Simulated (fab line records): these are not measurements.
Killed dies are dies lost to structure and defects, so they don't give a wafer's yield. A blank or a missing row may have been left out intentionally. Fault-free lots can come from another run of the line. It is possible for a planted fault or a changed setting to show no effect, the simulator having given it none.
fab line records	flow gf180mcu
[record] lots = 14	wafers = 42	last_day = 34
route steps=602 shown NWELL@137 POLY_GATE@158 HV_LDD@197
lots that met no fault: taken from a fault-free run of the same line
start_h: hours from the record's opening day to when the first of the lot's shown wafers began	wait_h: how many hours have passed since the lot's step before this one	" repeats the value in the row above	L1.1+2: a row that stands for several wafers	- no value, or no start given	* or withheld: withheld	< > ~ a bound
route shown NAME@n: a module of which the file shows steps, and the number in the route of the first	usual: mean/standard deviation of fault-free wafers	same: alike in all rows	chamber/n: place in a boat	sites: per-site readings	_std_site: the standard deviation of these	_edge_site: inner sites' mean taken away from outer sites' mean	radius_mm: how far each site lies from the wafer's centre	mask NAME#n: copy n	behind: the last tool/chamber to shape the wafer	hold: why the lot was held/for how many hours/how that ended	device: names the non-switching transistor (n, p or np)	end of line: the route-end tests of the same wafers	step lacking rows: just its recipe	killed: dies that structure and defects cost at the first sort, which is not the same as the wafer's yield	map: shows each die of a wafer: x if killed, . if not, _ if none is there
set.NAME: setting as actually run; set.NAME@STEP: the setting as run at that earlier step	model.NAME: the simulator's own value behind a step, which no gauge read
route steps across a sampled set of lots; one table per step, one row per wafer
services: from which hour (start_h, from the record's first day; less than 0 if before it) a tool's chamber was out of use, for how many hours, and why
[[steps]]
[step GF_VT_IMPLANT_RS_MEAS_47]
[recipe] thk_meas_gauge = four-point-probe
[usual] NWELL_RS = 488.3/1.5
lot.wafer	tool	chamber	start_h	wait_h	NWELL_RS[ohm/sq]
L201.1	film_metro-02	-	154.73	0.1	488.7
L201.3	"	-	"	"	487.4
L201.4	"	-	"	"	488.4
L202.3	film_metro-02	-	168.76	0.1	487.5
L202.4	"	-	"	"	487.8
L202.6	"	-	"	"	488.5
L203.2	film_metro-03	-	172.83	0.1	488.8
L203.3	"	-	"	"	487.7
L203.5	"	-	"	"	487.8
L205.2	film_metro-01	-	185.13	0.1	488.8
L205.3	"	-	"	"	488.9
L205.4	"	-	"	"	489.7
L206.2	film_metro-02	-	189.95	0.1	486.5
L206.3	"	-	"	"	486.7
L206.4	"	-	"	"	487.7
L207.2	film_metro-03	-	198.45	0.1	487.0
L207.3	"	-	"	"	488.0
L207.4	"	-	"	"	486.3
L209.1	film_metro-02	-	208.91	0.1	486.9
L209.4	"	-	"	"	486.3
L209.6	"	-	"	"	487.1
L212.2	film_metro-01	-	229.70	0.1	488.7
L212.4	"	-	"	"	489.2
L212.6	"	-	"	"	490.1
L213.1	film_metro-03	-	239.41	0.1	489.1
L213.2	"	-	"	"	490.1
L213.4	"	-	"	"	488.7
L214.2	film_metro-01	-	243.70	0.1	487.8
L214.3	"	-	"	"	488.3
L214.6	"	-	"	"	490.4
L215.4	film_metro-02	-	249.39	0.1	485.7
L215.5	"	-	"	"	484.9
L215.6	"	-	"	"	486.2
L220.1	film_metro-03	-	290.48	0.1	489.2
L220.3	"	-	"	"	489.4
L220.4	"	-	"	"	488.2
L221.1	film_metro-01	-	292.59	0.1	490.7
L221.3	"	-	"	"	489.4
L221.6	"	-	"	"	490.8
L224.3	film_metro-03	-	315.70	0.1	489.4
L224.4	"	-	"	"	487.1
L224.5	"	-	"	"	486.4
[step GF_POLY_GATE_THK_MEAS_01]
[recipe] reads = poly-Si_of_POLY_GATE_CVD_00
[usual] POLY_GATE_CVD_00_THK = 201.5/2.5
lot.wafer	tool	chamber	start_h	wait_h	POLY_GATE_CVD_00_THK[nm]
L201.1	film_metro-04	-	176.82	0.0	201.4
L201.3	"	-	"	"	201.7
L201.4	"	-	"	"	199.8
L202.3	film_metro-03	-	191.20	0.0	201.8
L202.4	"	-	"	"	202.6
L202.6	"	-	"	"	203.1
L203.2	film_metro-04	-	195.54	0.0	204.1
L203.3	"	-	"	"	205.1
L203.5	"	-	"	"	204.0
L205.2	film_metro-02	-	209.85	0.0	196.8
L205.3	"	-	"	"	198.4
L205.4	"	-	"	"	197.7
L206.2	film_metro-03	-	213.18	0.0	206.2
L206.3	"	-	"	"	207.2
L206.4	"	-	"	"	205.7
L207.2	film_metro-02	-	220.56	0.0	195.9
L207.3	"	-	"	"	193.7
L207.4	"	-	"	"	195.5
L209.1	film_metro-04	-	234.89	0.0	201.5
L209.4	"	-	"	"	200.6
L209.6	"	-	"	"	200.2
L212.2	film_metro-02	-	255.61	0.0	200.4
L212.4	"	-	"	"	200.9
L212.6	"	-	"	"	199.1
L213.1	film_metro-03	-	263.90	0.0	205.7
L213.2	"	-	"	"	204.4
L213.4	"	-	"	"	206.6
L214.2	film_metro-04	-	269.90	0.0	200.3
L214.3	"	-	"	"	201.3
L214.6	"	-	"	"	201.7
L215.4	film_metro-03	-	273.65	0.0	203.9
L215.5	"	-	"	"	202.2
L215.6	"	-	"	"	202.8
L220.1	film_metro-04	-	316.95	0.0	200.4
L220.3	"	-	"	"	200.3
L220.4	"	-	"	"	200.8
L221.1	film_metro-04	-	320.53	0.0	199.6
L221.3	"	-	"	"	201.9
L221.6	"	-	"	"	200.4
L224.3	film_metro-04	-	342.23	0.0	202.1
L224.4	"	-	"	"	201.8
L224.5	"	-	"	"	200.9
[step GF_HV_LDD_IMPLANT_21]
[recipe] species = BF2	energy_kev = 25	dose_cm2 = 5e+13	tilt_deg = 7
[usual] beam_on_s = 9.99/0.19	faraday_current_uA = 282/5.3
lot.wafer	tool	chamber	start_h	wait_h	beam_on_s	faraday_current_uA
L201.1	implanter-04	0	230.99	0.0	10.03	279
L201.3	"	0	"	"	10.05	280
L201.4	"	0	"	"	9.77	289
L202.3	implanter-04	0	246.15	0.1	10.12	278
L202.4	"	0	"	"	9.84	286
L202.6	"	0	"	"	9.86	286
L203.2	implanter-03	0	251.61	0.0	10.18	278
L203.3	"	0	"	"	9.67	290
L203.5	"	0	"	"	9.77	288
L205.2	implanter-01	0	267.21	0.0	9.92	284
L205.3	"	0	"	"	10.08	278
L205.4	"	0	"	"	10.17	275
L206.2	implanter-03	0	272.33	0.0	10.16	278
L206.3	"	0	"	"	9.76	288
L206.4	"	0	"	"	10.08	279
L207.2	implanter-04	0	278.23	0.0	9.62	292
L207.3	"	0	"	"	10.17	278
L207.4	"	0	"	"	9.81	287
L209.1	implanter-04	0	295.04	0.0	10.21	277
L209.4	"	0	"	"	9.84	286
L209.6	"	0	"	"	10.19	277
L212.2	implanter-04	0	317.59	0.0	7.78	362
L212.4	"	0	"	"	7.77	362
L212.6	"	0	"	"	7.30	385
L213.1	implanter-03	0	325.49	0.0	9.81	288
L213.2	"	0	"	"	10.07	279
L213.4	"	0	"	"	10.25	275
L214.2	implanter-04	0	332.34	0.0	7.70	365
L214.3	"	0	"	"	7.49	374
L214.6	"	0	"	"	7.56	374
L215.4	implanter-04	0	340.26	0.1	7.78	365
L215.5	"	0	"	"	7.71	365
L215.6	"	0	"	"	7.61	370
L220.1	implanter-01	0	383.88	0.0	10.09	280
L220.3	"	0	"	"	10.04	281
L220.4	"	0	"	"	9.92	283
L221.1	implanter-03	0	388.29	0.0	10.05	281
L221.3	"	0	"	"	9.96	283
L221.6	"	0	"	"	9.98	282
L224.3	implanter-04	0	410.95	0.1	10.11	280
L224.4	"	0	"	"	9.79	288
L224.5	"	0	"	"	10.24	276
[step GF_HV_LDD_TW_MEAS_23]
[usual] HV_LDD_2_TW = 1057/5.5
lot.wafer	tool	chamber	start_h	wait_h	HV_LDD_2_TW
L201.1	film_metro-01	-	231.24	0.1	1064
L201.3	"	-	"	"	1064
L201.4	"	-	"	"	1063
L202.3	film_metro-03	-	246.37	0.1	1061
L202.4	"	-	"	"	1060
L202.6	"	-	"	"	1058
L203.2	film_metro-01	-	251.85	0.1	1052
L203.3	"	-	"	"	1051
L203.5	"	-	"	"	1057
L205.2	film_metro-01	-	267.45	0.1	1062
L205.3	"	-	"	"	1059
L205.4	"	-	"	"	1066
L206.2	film_metro-01	-	272.56	0.1	1059
L206.3	"	-	"	"	1062
L206.4	"	-	"	"	1057
L207.2	film_metro-01	-	278.46	0.1	1063
L207.3	"	-	"	"	1059
L207.4	"	-	"	"	1065
L209.1	film_metro-02	-	295.29	0.1	1054
L209.4	"	-	"	"	1049
L209.6	"	-	"	"	1055
L212.2	film_metro-03	-	317.83	0.1	972
L212.4	"	-	"	"	978
L212.6	"	-	"	"	970
L213.1	film_metro-03	-	325.74	0.1	1062
L213.2	"	-	"	"	1053
L213.4	"	-	"	"	1064
L214.2	film_metro-01	-	332.58	0.1	975
L214.3	"	-	"	"	970
L214.6	"	-	"	"	978
L215.4	film_metro-02	-	340.46	0.1	968
L215.5	"	-	"	"	969
L215.6	"	-	"	"	967
L220.1	film_metro-02	-	384.13	0.1	1051
L220.3	"	-	"	"	1055
L220.4	"	-	"	"	1053
L221.1	film_metro-03	-	388.54	0.1	1067
L221.3	"	-	"	"	1064
L221.6	"	-	"	"	1061
L224.3	film_metro-02	-	411.17	0.1	1060
L224.4	"	-	"	"	1059
L224.5	"	-	"	"	1054
[step GF_HV_LDD_CD_MEAS_46]
[recipe] target_cd_nm = 400
[usual] cd_nm = 400.3/2.2
lot.wafer	tool	chamber	start_h	wait_h	cd_nm
L201.1	cd_sem-02	-	268.56	0.1	401.4
L201.3	"	-	"	"	403.1
L201.4	"	-	"	"	402.4
L202.3	cd_sem-02	-	285.35	0.1	397.1
L202.4	"	-	"	"	397.6
L202.6	"	-	"	"	396.5
L203.2	cd_sem-01	-	290.68	0.1	397.8
L203.3	"	-	"	"	398.0
L203.5	"	-	"	"	396.7
L205.2	cd_sem-02	-	308.40	0.1	403.0
L205.3	"	-	"	"	402.3
L205.4	"	-	"	"	402.9
L206.2	cd_sem-02	-	312.42	0.2	401.5
L206.3	"	-	"	"	399.9
L206.4	"	-	"	"	400.7
L207.2	cd_sem-02	-	318.96	0.1	399.9
L207.3	"	-	"	"	398.0
L207.4	"	-	"	"	401.1
L209.1	cd_sem-02	-	336.96	0.1	398.9
L209.4	"	-	"	"	398.5
L209.6	"	-	"	"	398.8
L212.2	cd_sem-02	-	360.78	0.1	398.9
L212.4	"	-	"	"	399.6
L212.6	"	-	"	"	399.7
L213.1	cd_sem-02	-	368.58	0.1	400.0
L213.2	"	-	"	"	400.4
L213.4	"	-	"	"	398.9
L214.2	cd_sem-02	-	375.61	0.1	402.5
L214.3	"	-	"	"	398.2
L214.6	"	-	"	"	400.9
L215.4	cd_sem-02	-	385.29	0.1	400.9
L215.5	"	-	"	"	400.2
L215.6	"	-	"	"	400.3
L220.1	cd_sem-02	-	431.38	0.1	399.1
L220.3	"	-	"	"	397.8
L220.4	"	-	"	"	399.8
L221.1	cd_sem-01	-	435.49	0.1	398.1
L221.3	"	-	"	"	400.4
L221.6	"	-	"	"	397.7
L224.3	cd_sem-01	-	459.88	0.1	403.1
L224.4	"	-	"	"	403.2
L224.5	"	-	"	"	402.3
[[services]]
tool	chamber	start_h	hours	kind
implanter-03	-	278.34	3.0	repair
implanter-01	-	301.12	0.6	repair
implanter-01	-	319.48	4.9	pm
implanter-03	-	353.78	1.3	repair
[[key]]
[first_sign] step = GF_HV_LDD_IMPLANT_21	reading = faraday_current_uA	direction = up	sigmas = 16	usual = 282	struck = 369
[effect] step = GF_HV_LDD_IMPLANT_21	reading = beam_on_s	direction = down	sigmas = 12	usual = 9.99	struck = 7.63
[effect] step = GF_HV_LDD_TW_MEAS_23	reading = HV_LDD_2_TW	direction = down	sigmas = 16	usual = 1057	struck = 972
met_at GF_HV_LDD_IMPLANT_21
struck_lots L212,L214,L215
tester_left_out L212,L214,L215
not_acting_at GF_VT_IMPLANT_RS_MEAS_47,GF_POLY_GATE_THK_MEAS_01,GF_HV_LDD_CD_MEAS_46
onset_between 295.04 317.59
[fault] kind = process_parameter_drift	tool = implanter-04	chamber = -	onset_h = 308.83	steps = GF_HV_LDD_IMPLANT_21	channel = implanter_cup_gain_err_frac	offset = 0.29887	shape = step	end_h = 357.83
// tester_left_out: of these lots the tester's yield and bins aren't shown, on N5 and GAA mostly nor the transistor test; their killed dies are dies lost to structure and defects alone, not to doping, threshold or leakage, so they don't give the yield
